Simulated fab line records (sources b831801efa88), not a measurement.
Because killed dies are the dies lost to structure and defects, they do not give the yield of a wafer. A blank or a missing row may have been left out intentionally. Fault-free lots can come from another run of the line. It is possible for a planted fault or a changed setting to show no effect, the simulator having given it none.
fab line records ; flow sfq_line
record lots=14; wafers=42; last_day=94
route steps=325 shown M0@38 I0@50 I1@75
lots with no fault: from the same line, run without faults
start_h: hours from the record's opening day to when the first of the lot's shown wafers began ; wait_h: hours since the lot's step before ; " as in the row above ; L1.1+2: several wafers, shown together as one row ; - no value present, or no start provided ; * or withheld: withheld ; < > ~ a bound
route shown NAME@n: a module of which the file shows steps, and the number in the route of the first ; usual: average and standard deviation across the fault-free wafers ; same: alike in all rows ; chamber/n: place in a boat ; sites: each site's reading ; _std_site: their standard deviation ; _edge_site: inner sites' mean taken away from outer sites' mean ; radius_mm: how far each site lies from the wafer's centre ; mask NAME#n: copy n ; behind: the last tool/chamber to shape the wafer ; hold: why the lot went on hold/how many hours it stayed there/how the hold came to an end ; device: which transistor (n, p or np) failed to switch ; end of line: the tests these same wafers got at the end of their route ; a step with no rows: only its recipe ; killed: dies that structure and defects cost at the first sort, which is not the same as the wafer's yield ; map: shows each die of a wafer: x if killed, . if not, _ if none is there
set.NAME: the run value of the setting; set.NAME@STEP: its run value at that earlier step ; model.NAME: the simulator's own value behind a step, which no gauge read
one table for each step of the route and one row for each wafer, over a sample of lots
services: the hour from which a tool's chamber was out of use, counted from the record's first day as start_h (under 0 if before that day), plus the number of hours and why
## steps
# step SFQ_M0_OVL_MEAS_906
# usual M0_OVL=0/4.9
lot.wafer;tool;chamber;start_h;wait_h;M0_OVL[nm]
L607.1;overlay-01;-;313.78;0.1;2
L607.2;overlay-01;-;313.78;0.1;7
L607.5;overlay-01;-;313.78;0.1;4
L608.1;overlay-01;-;317.38;0.1;-3
L608.2;overlay-01;-;317.38;0.1;-4
L608.5;overlay-01;-;317.38;0.1;0
L609.1;overlay-01;-;323.84;0.1;-11
L609.5;overlay-01;-;323.84;0.1;-6
L609.6;overlay-01;-;323.84;0.1;-9
L610.2;overlay-01;-;332.25;0.1;-2
L610.3;overlay-01;-;332.25;0.1;2
L610.6;overlay-01;-;332.25;0.1;3
L611.3;overlay-01;-;339.45;0.1;-2
L611.4;overlay-01;-;339.45;0.1;-8
L611.6;overlay-01;-;339.45;0.1;-9
L612.1;overlay-02;-;349.04;0.1;-1
L612.4;overlay-02;-;349.04;0.1;-3
L612.5;overlay-02;-;349.04;0.1;4
L613.1;overlay-02;-;355.04;0.1;9
L613.3;overlay-02;-;355.04;0.1;6
L613.6;overlay-02;-;355.04;0.1;3
L614.3;overlay-01;-;374.50;0.1;0
L614.4;overlay-01;-;374.50;0.1;3
L614.6;overlay-01;-;374.50;0.1;-5
L615.3;overlay-02;-;387.83;0.1;1
L615.4;overlay-02;-;387.83;0.1;-11
L615.5;overlay-02;-;387.83;0.1;-8
L618.3;overlay-01;-;407.03;0.1;12
L618.4;overlay-01;-;407.03;0.1;2
L618.5;overlay-01;-;407.03;0.1;5
L619.1;overlay-01;-;414.22;0.1;-4
L619.2;overlay-01;-;414.22;0.1;-3
L619.4;overlay-01;-;414.22;0.1;-5
L620.3;overlay-01;-;417.83;0.1;3
L620.4;overlay-01;-;417.83;0.1;4
L620.5;overlay-01;-;417.83;0.1;8
L623.3;overlay-02;-;458.88;0.1;-3
L623.5;overlay-02;-;458.88;0.1;1
L623.6;overlay-02;-;458.88;0.1;-5
L624.3;overlay-02;-;470.88;0.1;-9
L624.4;overlay-02;-;470.88;0.1;-5
L624.5;overlay-02;-;470.88;0.1;1
# step SFQ_TRILAYER_M0_STRIP_STRIP_025
# recipe gas=O2; power_w=200; platen_temp_c=40; overash_fraction=0.65; chemistry=O2; pressure_mtorr=50
# usual drypump_motor_current_A=5.9/0.45; oes_product_au=1.002/0.0074
lot.wafer;tool;chamber;start_h;wait_h;drypump_motor_current_A;oes_product_au;rf_hours_counter_h
L607.1;rie_metal-02;1;314.00;0.1;6.3;0.994;17
L607.2;rie_metal-02;0;314.00;0.1;6.0;1.008;39
L607.5;rie_metal-02;1;314.00;0.1;6.3;1.004;-
L608.1;rie_metal-02;0;317.60;0.1;6.1;1.007;39
L608.2;rie_metal-02;1;317.60;0.1;6.3;1.001;18
L608.5;rie_metal-02;0;317.60;0.1;6.0;1.009;-
L609.1;rie_metal-03;0;324.06;0.1;5.6;0.983;104
L609.5;rie_metal-03;0;324.06;0.1;5.6;0.994;-
L609.6;rie_metal-03;1;324.06;0.1;4.9;0.994;-
L610.2;rie_metal-04;1;332.85;0.4;6.2;1.009;-
L610.3;rie_metal-04;1;332.85;0.4;6.2;1.001;-
L610.6;rie_metal-04;1;332.85;0.4;6.2;1.005;-
L611.3;rie_metal-02;0;339.86;0.2;6.0;1.004;-
L611.4;rie_metal-02;1;339.86;0.2;6.3;1.014;-
L611.6;rie_metal-02;0;339.86;0.2;6.0;1.013;-
L612.1;rie_metal-04;1;349.45;0.2;6.2;1.017;155
L612.4;rie_metal-04;1;349.45;0.2;6.2;1.008;-
L612.5;rie_metal-04;1;349.45;0.2;6.2;1.002;-
L613.1;rie_metal-04;0;355.26;0.1;5.6;1.005;65
L613.3;rie_metal-04;0;355.26;0.1;5.5;1.006;-
L613.6;rie_metal-04;1;355.26;0.1;6.2;1.012;-
L614.3;rie_metal-03;1;374.91;0.2;4.8;0.993;-
L614.4;rie_metal-03;0;374.91;0.2;5.5;0.996;-
L614.6;rie_metal-03;0;374.91;0.2;5.6;0.996;-
L615.3;rie_metal-02;1;388.24;0.2;6.3;1.004;-
L615.4;rie_metal-02;0;388.24;0.2;6.1;0.999;-
L615.5;rie_metal-02;0;388.24;0.2;6.1;0.991;-
L618.3;rie_metal-02;0;407.44;0.2;6.1;1.005;-
L618.4;rie_metal-02;1;407.44;0.2;6.3;0.996;-
L618.5;rie_metal-02;1;407.44;0.2;6.3;1.015;-
L619.1;rie_metal-02;1;414.44;0.1;6.3;1.003;32
L619.2;rie_metal-02;0;414.44;0.1;6.0;0.998;53
L619.4;rie_metal-02;0;414.44;0.1;6.1;0.991;-
L620.3;rie_metal-04;0;418.80;0.5;5.5;1.005;-
L620.4;rie_metal-04;0;418.80;0.5;5.6;1.001;-
L620.5;rie_metal-04;0;418.80;0.5;5.6;1.001;-
L623.3;rie_metal-03;0;459.29;0.2;5.5;0.991;-
L623.5;rie_metal-03;1;459.29;0.2;4.8;0.998;-
L623.6;rie_metal-03;0;459.29;0.2;5.5;0.995;-
L624.3;rie_metal-04;0;471.29;0.2;5.6;1.005;-
L624.4;rie_metal-04;1;471.29;0.2;6.2;1.002;-
L624.5;rie_metal-04;0;471.29;0.2;5.5;1.017;-
# step SFQ_TRILAYER_I0_VIA_LITHO_EXPOSE_032
# recipe mask_id=I0; na=0.6; source_shape=conventional; sigma_outer=0.65; target_cd_nm=500; dose_mj=21.3
# usual exposure_dose_mJ_cm2=21.305/0.025
lot.wafer;tool;chamber;start_h;wait_h;mask;exposure_dose_mJ_cm2
L607.1;krf_scanner-01;0;456.17;-;I0#0;21.271
L607.2;krf_scanner-01;0;456.17;-;I0#0;21.273
L607.5;krf_scanner-01;0;456.17;-;I0#0;21.285
L608.1;krf_scanner-01;0;463.37;-;I0#0;21.251
L608.2;krf_scanner-01;0;463.37;-;I0#0;21.296
L608.5;krf_scanner-01;0;463.37;-;I0#0;21.312
L609.1;krf_scanner-01;0;471.77;-;I0#0;21.311
L609.5;krf_scanner-01;0;471.77;-;I0#0;21.289
L609.6;krf_scanner-01;0;471.77;-;I0#0;21.317
L610.2;krf_scanner-01;0;481.57;-;I0#0;21.294
L610.3;krf_scanner-01;0;481.57;-;I0#0;21.293
L610.6;krf_scanner-01;0;481.57;-;I0#0;21.305
L611.3;krf_scanner-02;0;489.09;-;I0#0;21.336
L611.4;krf_scanner-02;0;489.09;-;I0#0;21.333
L611.6;krf_scanner-02;0;489.09;-;I0#0;21.302
L612.1;krf_scanner-02;0;501.89;-;I0#0;21.288
L612.4;krf_scanner-02;0;501.89;-;I0#0;21.321
L612.5;krf_scanner-02;0;501.89;-;I0#0;21.290
L613.1;krf_scanner-02;0;507.89;-;I0#0;21.298
L613.3;krf_scanner-02;0;507.89;-;I0#0;21.345
L613.6;krf_scanner-02;0;507.89;-;I0#0;21.293
L614.3;krf_scanner-02;0;528.69;-;I0#0;21.303
L614.4;krf_scanner-02;0;528.69;-;I0#0;21.292
L614.6;krf_scanner-02;0;528.69;-;I0#0;21.315
L615.3;krf_scanner-01;0;540.51;-;I0#0;21.339
L615.4;krf_scanner-01;0;540.51;-;I0#0;21.317
L615.5;krf_scanner-01;0;540.51;-;I0#0;21.336
L618.3;krf_scanner-01;0;572.62;-;I0#0;21.337
L618.4;krf_scanner-01;0;572.62;-;I0#0;21.336
L618.5;krf_scanner-01;0;572.62;-;I0#0;21.315
L619.1;krf_scanner-02;0;583.98;-;I0#0;21.318
L619.2;krf_scanner-02;0;583.98;-;I0#0;21.318
L619.4;krf_scanner-02;0;583.98;-;I0#0;21.335
L620.3;krf_scanner-02;0;593.98;-;I0#0;21.326
L620.4;krf_scanner-02;0;593.98;-;I0#0;21.314
L620.5;krf_scanner-02;0;593.98;-;I0#0;21.318
L623.3;krf_scanner-01;0;647.90;-;I0#0;21.298
L623.5;krf_scanner-01;0;647.90;-;I0#0;21.301
L623.6;krf_scanner-01;0;647.90;-;I0#0;21.306
L624.3;krf_scanner-02;0;649.23;-;I0#0;21.335
L624.4;krf_scanner-02;0;649.23;-;I0#0;21.310
L624.5;krf_scanner-02;0;649.23;-;I0#0;21.340
# step SFQ_I0_OVL_MEAS_908
# usual I0_OVL=2/5.3
lot.wafer;tool;chamber;start_h;wait_h;I0_OVL[nm]
L607.1;overlay-01;-;457.67;0.1;4
L607.2;overlay-01;-;457.67;0.1;3
L607.5;overlay-01;-;457.67;0.1;2
L608.1;overlay-02;-;464.87;0.1;10
L608.2;overlay-02;-;464.87;0.1;1
L608.5;overlay-02;-;464.87;0.1;9
L609.1;overlay-02;-;473.27;0.1;-6
L609.5;overlay-02;-;473.27;0.1;-3
L609.6;overlay-02;-;473.27;0.1;3
L610.2;overlay-01;-;482.87;0.1;1
L610.3;overlay-01;-;482.87;0.1;2
L610.6;overlay-01;-;482.87;0.1;2
L611.3;overlay-02;-;490.20;0.1;2
L611.4;overlay-02;-;490.20;0.1;5
L611.6;overlay-02;-;490.20;0.1;5
L612.1;overlay-01;-;503.39;0.1;-7
L612.4;overlay-01;-;503.39;0.1;-7
L612.5;overlay-01;-;503.39;0.1;-7
L613.1;overlay-02;-;509.39;0.1;7
L613.3;overlay-02;-;509.39;0.1;4
L613.6;overlay-02;-;509.39;0.1;10
L614.3;overlay-01;-;529.80;0.1;11
L614.4;overlay-01;-;529.80;0.1;10
L614.6;overlay-01;-;529.80;0.1;6
L615.3;overlay-01;-;541.62;0.1;5
L615.4;overlay-01;-;541.62;0.1;-8
L615.5;overlay-01;-;541.62;0.1;-1
L618.3;overlay-02;-;573.73;0.1;7
L618.4;overlay-02;-;573.73;0.1;3
L618.5;overlay-02;-;573.73;0.1;8
L619.1;overlay-01;-;585.48;0.1;65
L619.2;overlay-01;-;585.48;0.1;57
L619.4;overlay-01;-;585.48;0.1;62
L620.3;overlay-02;-;595.09;0.1;61
L620.4;overlay-02;-;595.09;0.1;71
L620.5;overlay-02;-;595.09;0.1;65
L623.3;overlay-02;-;649.02;0.1;10
L623.5;overlay-02;-;649.02;0.1;4
L623.6;overlay-02;-;649.02;0.1;13
L624.3;overlay-01;-;650.34;0.1;60
L624.4;overlay-01;-;650.34;0.1;67
L624.5;overlay-01;-;650.34;0.1;66
# step SFQ_I1_BOW_MEAS_912
# recipe mode=bow
# usual I1_BOW=3/8.3
lot.wafer;tool;chamber;start_h;wait_h;I1_BOW[um]
L607.1;film_metro-03;-;618.28;1.0;-6
L607.2;film_metro-03;-;618.28;1.0;11
L607.5;film_metro-03;-;618.28;1.0;-4
L608.1;film_metro-01;-;627.24;2.5;2
L608.2;film_metro-01;-;627.24;2.5;-2
L608.5;film_metro-01;-;627.24;2.5;6
L609.1;film_metro-04;-;636.24;1.0;12
L609.5;film_metro-04;-;636.24;1.0;3
L609.6;film_metro-04;-;636.24;1.0;0
L610.2;film_metro-04;-;645.90;2.5;3
L610.3;film_metro-04;-;645.90;2.5;-8
L610.6;film_metro-04;-;645.90;2.5;-8
L611.3;film_metro-01;-;663.13;1.5;3
L611.4;film_metro-01;-;663.13;1.5;4
L611.6;film_metro-01;-;663.13;1.5;2
L612.1;film_metro-04;-;677.22;1.5;-2
L612.4;film_metro-04;-;677.22;1.5;-7
L612.5;film_metro-04;-;677.22;1.5;1
L613.1;film_metro-01;-;683.80;2.5;-13
L613.3;film_metro-01;-;683.80;2.5;3
L613.6;film_metro-01;-;683.80;2.5;-6
L614.3;film_metro-01;-;704.84;1.5;5
L614.4;film_metro-01;-;704.84;1.5;-2
L614.6;film_metro-01;-;704.84;1.5;-3
L615.3;film_metro-04;-;713.24;1.0;12
L615.4;film_metro-04;-;713.24;1.0;17
L615.5;film_metro-04;-;713.24;1.0;16
L618.3;film_metro-04;-;740.25;2.5;-10
L618.4;film_metro-04;-;740.25;2.5;1
L618.5;film_metro-04;-;740.25;2.5;-8
L619.1;film_metro-01;-;751.03;2.5;2
L619.2;film_metro-01;-;751.03;2.5;2
L619.4;film_metro-01;-;751.03;2.5;5
L620.3;film_metro-04;-;761.13;2.5;1
L620.4;film_metro-04;-;761.13;2.5;-14
L620.5;film_metro-04;-;761.13;2.5;-1
L623.3;film_metro-04;-;809.02;2.0;4
L623.5;film_metro-04;-;809.02;2.0;9
L623.6;film_metro-04;-;809.02;2.0;-3
L624.3;film_metro-01;-;814.03;2.5;-7
L624.4;film_metro-01;-;814.03;2.5;-2
L624.5;film_metro-01;-;814.03;2.5;-5
## services
tool;chamber;start_h;hours;kind
rie_metal-04;0;308.52;43.5;repair
krf_scanner-01;-;319.48;0.8;pm
krf_scanner-02;-;354.74;4.0;pm
krf_scanner-01;-;366.87;1.3;pm
krf_scanner-01;-;371.09;0.3;repair
krf_scanner-02;-;382.59;4.4;pm
krf_scanner-02;-;386.97;0.8;pm
krf_scanner-02;-;421.00;1.3;pm
krf_scanner-01;-;425.92;1.0;pm
rie_metal-02;-;430.57;2.8;pm
krf_scanner-02;-;456.04;1.0;pm
krf_scanner-01;-;488.57;0.8;pm
krf_scanner-02;-;539.99;0.5;repair
rie_metal-02;0;540.85;14.8;repair
krf_scanner-01;-;542.51;1.3;pm
krf_scanner-02;-;552.34;1.7;repair
krf_scanner-02;-;555.23;0.8;pm
krf_scanner-02;-;577.97;0.7;repair
krf_scanner-01;-;583.85;0.2;repair
krf_scanner-01;-;586.52;1.0;repair
krf_scanner-01;-;594.90;1.0;pm
krf_scanner-02;-;597.18;1.3;pm
krf_scanner-02;-;624.98;1.0;pm
krf_scanner-01;-;648.70;3.6;pm
## key
first_sign step=SFQ_I0_OVL_MEAS_908; reading=I0_OVL; direction=up; sigmas=12; usual=2; struck=64
effect none on later readings
met_at SFQ_TRILAYER_I0_VIA_LITHO_EXPOSE_032
struck_lots L619,L620,L624
not_acting_at SFQ_M0_OVL_MEAS_906,SFQ_TRILAYER_M0_STRIP_STRIP_025,SFQ_I1_BOW_MEAS_912
onset_between 528.69 583.98
fault kind=scanner_matching_overlay; tool=krf_scanner-02; chamber=-; onset_h=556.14; steps=SFQ_TRILAYER_I0_VIA_LITHO_EXPOSE_032; offset=61.272
